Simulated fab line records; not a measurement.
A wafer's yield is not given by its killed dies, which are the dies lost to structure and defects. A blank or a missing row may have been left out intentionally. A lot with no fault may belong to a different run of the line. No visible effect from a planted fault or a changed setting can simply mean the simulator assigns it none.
A lot that was struck, set against a sound lot + flow sfq line + 37 out of 325 route steps
Sound: the wafers L840.1, L840.2, L840.4. Struck: wafers L829.2, L829.3, L829.5. At the end, the cause is stated.
For every step that has rows: the tool of each side, followed by ch and its chambers, followed by its first start. Under that, the readings that differ: sound wafers + struck wafers + difference of the means + sigmas: that difference in standard deviations of wafers without a fault.
alike: words and numbers the same on both sides, and readings whose means are apart by under 2 such deviations; not compared: readings that were withheld, readings missing a value for some wafer, numbers with overlapping values and no deviation given by the record, and bounds like >300 which may hide the same value.
A row with sigmas, a row that says differs or no value, or rows on one side alone: a step with any of these is where the two part. Non-overlapping numbers with no deviation appear without sigmas and do not part them. Lack of a reading on every wafer of one side parts them only where that side has two or more wafers.

SFQ_L0_RS_MEAS_901: measurement is done with a four-point probe.
  struck on film metro-01, day 3 04:35; sound on film metro-04, day 5 11:55
  alike: L0_MONX_KI_RS
SFQ_L0_THK_MEAS_902: measures by xrf.
  struck on film metro-01, day 3 04:41; sound on film metro-04, day 5 12:02
  alike: L0_MONX_KI_THK
then, 6 steps without rows for these wafers: SFQ_TRILAYER_L0_LITHO_COAT_010 (resist thk 62 nm); SFQ_TRILAYER_L0_LITHO_COAT_005 (resist thk 595 nm); SFQ_TRILAYER_L0_LITHO_SOFTBAKE_009; SFQ_TRILAYER_L0_LITHO_EXPOSE_006 (exposes mask L0, target cd 2000 nm); SFQ_TRILAYER_L0_LITHO_PEB_008 (peb time 60 s); SFQ_TRILAYER_L0_LITHO_DEVELOP_007 (time 60 s).
SFQ_TRILAYER_L0_BARC_OPEN_METAL_ETCH_010: etches BARC in O2, target depth 125 nm, time 41.7 s.
  sound on rie metal-02 ch 0,1, day 8 04:42; struck on rie metal-03 ch 0,1, day 3 22:52
| reading               | sound             | struck            | difference | sigmas |
|-----------------------|-------------------|-------------------|------------|--------|
| oes product au (a.u.) | 0.703 0.688 0.688 | 0.683 0.680 0.685 | -0.010     | -2     |
  alike: chamber pressure mTorr, drypump motor current A
  not compared: rf hours counter h
then, 1 step without rows for these wafers: SFQ_TRILAYER_L0_ETCH_METAL_ETCH_008 (etches MoNx KI in SF6/O2, stops on SiO2, target depth 50 nm, time 25 s).
SFQ_TRILAYER_L0_STRIP_STRIP_009: strips in O2.
  sound on rie metal-02 ch 0,1, day 8 04:49; struck on rie metal-03 ch 0,1, day 3 22:58
  alike: chamber pressure mTorr, drypump motor current A, oes product au, platen temp c
  not compared: rf hours counter h
then, 1 step without rows for these wafers: SFQ_TRILAYER_L0_STRIP_SOLV_CLEAN_010 (cleans in NMP, time 600 s).
SFQ_TRILAYER_L0_CAP_PECVD_011: deposits SiO2 from SiH4/N2O, time 13.333 s, target thk 60 nm.
  sound on pecvd-01 ch 0,1,2, day 8 05:35; struck on pecvd-04 ch 0,1, day 3 23:44
  no value came back on the struck wafers for chamber pressure Torr (Torr), heater power outer w (W), heater power w (W), throttle valve pct (%); on the sound wafers chamber pressure Torr (Torr) reads 2.401 2.409 2.393
  not compared: since wet clean h
then, 6 steps without rows for these wafers: SFQ_TRILAYER_L0_VIA_LITHO_COAT_018 (resist thk 62 nm); SFQ_TRILAYER_L0_VIA_LITHO_COAT_013 (resist thk 639.5 nm); SFQ_TRILAYER_L0_VIA_LITHO_SOFTBAKE_017; SFQ_TRILAYER_L0_VIA_LITHO_EXPOSE_014 (exposes mask L0V, target cd 700 nm); SFQ_TRILAYER_L0_VIA_LITHO_PEB_016 (peb time 60 s); SFQ_TRILAYER_L0_VIA_LITHO_DEVELOP_015 (time 60 s).
-- the record jumps here: 2 days lie between the struck wafers' starts before and after --
SFQ_L0V_OVL_MEAS_903:
  struck on overlay-02, day 6 06:07; sound on overlay-01, day 12 15:35
  alike: L0V_OVL
then, 1 step without rows for these wafers: SFQ_TRILAYER_L0_VIA_BARC_OPEN_VIA_ETCH_021 (etches BARC in O2, target depth 125 nm, time 41.7 s).
SFQ_TRILAYER_L0_VIA_ETCH_VIA_ETCH_016: etches SiO2 in CHF3, stops on MoNx KI, target depth 80 nm.
  sound on rie diel-04 ch 1,2,3, day 12 15:40; struck on rie diel-02 ch 1,2, day 6 06:11
| reading                  | sound             | struck            | difference | sigmas |
|--------------------------|-------------------|-------------------|------------|--------|
| oes product au (a.u.)    | 0.835 0.845 0.854 | 0.375 0.373 0.374 | -0.471     | -61    |
| model.etch.depth nm (nm) | 58.39 59.53 61.29 | 0 0 0             | -60        |        |
  alike: chamber pressure mTorr, drypump motor current A
then, 3 steps without rows for these wafers: SFQ_TRILAYER_L0_VIA_STRIP_STRIP_017 (strips in O2); SFQ_TRILAYER_L0_VIA_STRIP_SOLV_CLEAN_018 (cleans in NMP, time 600 s); SFQ_TRILAYER_M0_DEP_PRE_CLEAN_020 (time 15 s).
SFQ_TRILAYER_M0_DEP_SPUTTER_019: material Nb, target thk 200 nm, time 133.3 s.
  struck on pvd sputter-04, day 6 07:02; sound on pvd sputter-06, day 12 16:31
  alike: throttle valve pct
SFQ_M0_RS_MEAS_904: measurement is done with a four-point probe.
  struck on film metro-01, day 6 07:08; sound on film metro-03, day 12 16:37
| reading           | sound             | struck            | difference | sigmas |
|-------------------|-------------------|-------------------|------------|--------|
| M0_NB_RS (ohm/sq) | 0.905 0.892 0.908 | 0.882 0.874 0.874 | -0.025     | -2     |
then, 3 steps without rows for these wafers: SFQ_TRILAYER_M0_LITHO_COAT_026 (resist thk 62 nm); SFQ_TRILAYER_M0_LITHO_COAT_021 (resist thk 600 nm); SFQ_TRILAYER_M0_LITHO_SOFTBAKE_025.
-- the record jumps here: 3 days lie between the struck wafers' starts before and after --
SFQ_TRILAYER_M0_LITHO_EXPOSE_022: exposes mask M0, target cd 500 nm.
  sound on krf scanner-01 ch 0, day 13 21:30; struck on krf scanner-02, day 9 19:08
  no value came back on the struck wafers for exposure dose mJ cm2, focus offset nm (nm), sigma outer; on the sound wafers exposure dose mJ cm2 reads 14.413 14.415 14.383
  alike: mask
SFQ_TRILAYER_M0_LITHO_PEB_024: peb time 62.16 s.
  sound on litho track-04 ch 0, day 13 22:42; struck on litho track-02 ch 0, day 9 20:09
  alike: plate sensor t centre C, plate sensor t edge C
then, 1 step without rows for these wafers: SFQ_TRILAYER_M0_LITHO_DEVELOP_023 (time 60 s).
SFQ_M0_OVL_MEAS_906:
  struck on overlay-02, day 9 20:26; sound on overlay-02, day 13 23:00
| reading     | sound       | struck | difference                    | sigmas |
|-------------|-------------|--------|-------------------------------|--------|
| M0_OVL (nm) | -16 -14 -14 | - - -  | no value on the struck wafers |        |
then, 1 step without rows for these wafers: SFQ_TRILAYER_M0_BARC_OPEN_METAL_ETCH_031 (etches BARC in O2, target depth 125 nm, time 41.7 s).
SFQ_TRILAYER_M0_ETCH_METAL_ETCH_024: etches Nb in Cl2/Ar, stops on SiO2, target depth 240 nm, time 120 s.
  sound on rie metal-01 ch 0,1, day 13 23:06; struck on rie metal-01 ch 0, day 9 20:32
| reading               | sound             | struck            | difference                    | sigmas |
|-----------------------|-------------------|-------------------|-------------------------------|--------|
| oes product au (a.u.) | 0.883 0.882 0.884 | 0.901 0.901 0.906 | +0.020                        | +3     |
| model.M0.cd nm (nm)   | 498.2 498.7 498.2 | - - -             | no value on the struck wafers |        |
  alike: chamber pressure mTorr, drypump motor current A
  not compared: rf hours counter h
SFQ_TRILAYER_M0_STRIP_STRIP_025: strips in O2.
  sound on rie metal-01 ch 0,1, day 13 23:13; struck on rie metal-01 ch 0, day 9 20:39
| reading           | sound             | struck            | difference | sigmas |
|-------------------|-------------------|-------------------|------------|--------|
| platen temp c (C) | 39.87 40.05 39.92 | 40.19 40.28 40.11 | +0.25      | +2     |
  alike: chamber pressure mTorr, drypump motor current A, oes product au
  not compared: rf hours counter h

== WHERE THEY PART ==
First at SFQ_TRILAYER_L0_BARC_OPEN_METAL_ETCH_010; last, within this record, at SFQ_TRILAYER_M0_STRIP_STRIP_025.

WHY: whatever the simulator had introduced
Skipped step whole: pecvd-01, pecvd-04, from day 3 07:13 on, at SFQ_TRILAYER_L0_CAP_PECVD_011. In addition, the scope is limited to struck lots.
